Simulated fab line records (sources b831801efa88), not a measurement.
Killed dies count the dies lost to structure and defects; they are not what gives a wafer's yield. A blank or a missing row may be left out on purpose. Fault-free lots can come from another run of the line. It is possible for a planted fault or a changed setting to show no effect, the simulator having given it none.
Which of the tools did it? || flow sky130 || at 1 step of a route of 708, 14 lots with 42 wafers sampled

## WHAT THE GAUGES READ, wafer by wafer
SKY_VIA2_CD_MEAS_12 targets a cd of 200 nm. Usual: 199.9 nm for cdNm, sd 1.3.
{"lot": "L425", "measured": "day 36 02:39", "on": "cdSem-02", "cdNm (nm)": "199.8 200.5 200.2", "flag": ""}
{"lot": "L429", "measured": "day 37 08:14", "on": "cdSem-02", "cdNm (nm)": "200.8 202.0 200.5", "flag": ""}
{"lot": "L430", "measured": "day 37 21:04", "on": "cdSem-02", "cdNm (nm)": "198.4 199.1 197.8", "flag": ""}
{"lot": "L431", "measured": "day 38 08:49", "on": "cdSem-01", "cdNm (nm)": "200.4 200.7 200.0", "flag": ""}
{"lot": "L432", "measured": "day 38 11:49", "on": "cdSem-01", "cdNm (nm)": "198.5 197.7 197.1", "flag": ""}
{"lot": "L433", "measured": "day 38 18:42", "on": "cdSem-01", "cdNm (nm)": "198.2 198.6 199.5", "flag": ""}
{"lot": "L435", "measured": "day 39 10:47", "on": "cdSem-02", "cdNm (nm)": "199.6 199.5 200.3", "flag": ""}
{"lot": "L436", "measured": "day 39 14:04", "on": "cdSem-02", "cdNm (nm)": "201.0 200.5 200.7", "flag": ""}
{"lot": "L440", "measured": "day 41 05:09", "on": "cdSem-02", "cdNm (nm)": "201.2 200.7 201.4", "flag": ""}
{"lot": "L441", "measured": "day 41 13:13", "on": "cdSem-01", "cdNm (nm)": "196.6 197.8 199.5", "flag": ""}
{"lot": "L442", "measured": "day 42 02:16", "on": "cdSem-01", "cdNm (nm)": "201.2 200.8 200.7", "flag": ""}
{"lot": "L445", "measured": "day 42 10:26", "on": "cdSem-02", "cdNm (nm)": "202.1 201.3 203.5", "flag": ""}
{"lot": "L448", "measured": "day 42 23:47", "on": "cdSem-02", "cdNm (nm)": "201.2 201.6 200.6", "flag": ""}
{"lot": "L447", "measured": "day 43 02:35", "on": "cdSem-02", "cdNm (nm)": "201.8 200.3 201.1", "flag": ""}

## TOOL THAT RAN EACH LOT (tool first, then ch and the chambers of the sampled wafers, then the start)
The record shows no process step preceding these readings.

## WHAT THE TOOLS THEMSELVES READ (means of the sampled wafers that have a number; where no wafer has one, the mark that the record gives instead)
The record holds no such reading with a usual standard deviation.

## THE ANSWER, worked out from the rows above alone
Rule: take the mean of a lot's wafers that have a number; if it is more than 3 standard deviations from the usual mean, the lot is off. Also off: a lot with no number at a reading for which 4 or more lots have one. The other lots that the step has rows for count as sound. The gauges are gone through in route order, then the tools' own readings, and for those a lot's mean is taken as printed above. The first step at which some lot is off is used, and at that step the reading that is off furthest; a lot without a number counts as furthest.
Across all readings shown, no lot is off: no conclusion can be drawn from this.

## WHAT HAD BEEN PUT IN BY THE SIMULATOR
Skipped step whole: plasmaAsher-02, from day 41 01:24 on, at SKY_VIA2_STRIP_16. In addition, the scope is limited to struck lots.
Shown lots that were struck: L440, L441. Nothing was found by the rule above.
